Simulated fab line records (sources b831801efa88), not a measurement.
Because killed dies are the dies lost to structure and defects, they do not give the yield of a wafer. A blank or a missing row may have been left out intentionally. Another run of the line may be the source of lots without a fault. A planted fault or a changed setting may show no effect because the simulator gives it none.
A lot that was struck, set against a sound lot | flow sky130 | 15 out of 708 route steps
Sound: the wafers L229.2, L229.4, L229.5. Struck: wafers L223.4, L223.5 (left out: L223.2, a lot-mate that was not struck); the cause follows at the end.
Per side, at each step with rows, come the tool, then ch with its chambers, and then its first start. Under that, the readings that differ: sound wafers | struck wafers | difference of the means | sigmas: that difference in standard deviations of wafers without a fault.
alike: words and numbers the same on both sides, and readings whose means are apart by under 2 such deviations; not compared: readings that were withheld, readings missing a value for some wafer, numbers with overlapping values and no deviation given by the record, and bounds like >300 which may hide the same value.
A row with sigmas, a row that says differs or no value, or rows on one side alone: a step with any of these is where the two part. Numbers that don't overlap but have no deviation are shown without sigmas and don't part them. Lack of a reading on every wafer of one side parts them only where that side has two or more wafers.

first, 2 steps without rows for these wafers: SKY_VIA4_PEB_09; SKY_VIA4_DEVELOP_10 (develop time 60 s).
SKY_VIA4_OVL_MEAS_11:
  sound on overlay-01 at day 46 14:46; struck on overlay-01 at day 45 03:00
  alike: VIA4_OVL
SKY_VIA4_ETCH_12: etches SiO2 in C4F8/O2/Ar, stops on TiN, target depth 580 nm.
  sound on rie diel-01 ch 1,3, day 46 14:48; struck on rie diel-03 ch 1,3, day 45 03:02
  alike: bias w, chamber pressure mTorr, oes product au
SKY_VIA4_STRIP_13: strips in O2/N2.
  sound on plasma asher-02 ch 0,1, day 46 14:52; struck on plasma asher-04 ch 0,1, day 45 03:06
  alike: chamber pressure mTorr, drypump motor current A, oes product au, strip time to endpoint s
  not compared: rf hours counter h
then, 3 steps without rows for these wafers: SKY_VIA4_STRIP_14 (strips in post etch residue remover, time 1200 s); SKY_VIA4_CLEAN_15 (cleans in IPA, time 180 s); SKY_VIA4_CLEAN_16 (cleans in O3/DIW).
SKY_VIA4_SPUTTER_17: material TiN, target thk 20 nm, time 80 s.
  sound on pvd sputter-02 at day 46 15:35; struck on pvd sputter-04 at day 45 03:41
  alike: throttle valve pct
SKY_VIA4_CVD_18: deposits W, target thk 505 nm, time 152.14 s.
  sound on cvd w-02 ch 0, day 46 15:39; struck on cvd w-02 ch 0, day 45 03:45
  alike: heater power w
SKY_VIA4_RS_MEAS_19: uses a four-point probe to measure.
  sound on film metro-02 at day 46 15:53; struck on film metro-04 at day 45 03:55
  alike: VIA4_W_RS
SKY_VIA4_THK_MEAS_20: measures by xrf.
  sound on film metro-02 at day 46 16:00; struck on film metro-04 at day 45 04:02
  alike: VIA4_W_THK
SKY_VIA4_CMP_21: polishes, stops on SiO2, t overpolish 25 s, target thk 0 nm.
  sound on cmp-02 ch 1,2,3, day 46 16:06; struck on cmp-01 ch 2, day 45 04:20
  reading                | sound                | struck      | difference | sigmas
  overpolish run s (s)   | 25.002 24.985 25.000 | 0.040 0.038 | -24.957    | -99 or more
  time to endpoint s (s) | 123 121 118          | 193 194     | +73        | +16
  alike: edge zone pressure frac, motor current A, retaining ring pressure frac
SKY_METAL5_SPUTTER_00: material Ti, target thk 15 nm, time 10 s.
  rows exist in the record for the sound wafers here (pvd sputter-01, day 46 16:21), none for the struck ones
-- the record jumps here: 3 days lie between the struck wafers' starts before and after (it left off in module METAL5 and takes up again in module PAD_OPEN, whose first step shown is number 708 of the route) --
SKY_PAD_OPEN_PROBE_99:
  sound on prober-01 at day 49 05:17; struck on prober-01 at day 47 19:43
  reading                  | sound          | struck    | difference | sigmas
  defect limited yield (%) | 84.3 83.1 84.1 | 0 0       | -84        | -44
  killed_at_M4_up          | 5 2 1          | 407 402   | +402       | +99 or more
  killed dies              | 77 83 78       | 492 492   | +413       | +45
  killed on rim            | 15 19 21       | 96 96     | +78        | +19
  sort_bin_3_pad_short (%) | 0.6 0.4 0.8    | 82.5 81.9 | +81.6      | +99 or more
  sort n pass              | 415 409 414    | 0 0       | -413       | -45
  sort yield pct (%)       | 84.3 83.1 84.1 | 0 0       | -84        | -44
  alike: killed_at_M0_to_M3, killed at contacts, killed at front end, killed at other, killed open, killed short, sort_bin_5_function, sort_bin_6_memory

## WHERE THEY PART
Last at SKY_PAD_OPEN_PROBE_99 as far as this record goes, first at SKY_VIA4_CMP_21.

WHY: the cause the simulator had injected
cmp-01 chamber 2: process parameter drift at SKY_VIA4_CMP_21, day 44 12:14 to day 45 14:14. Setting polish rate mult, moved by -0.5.
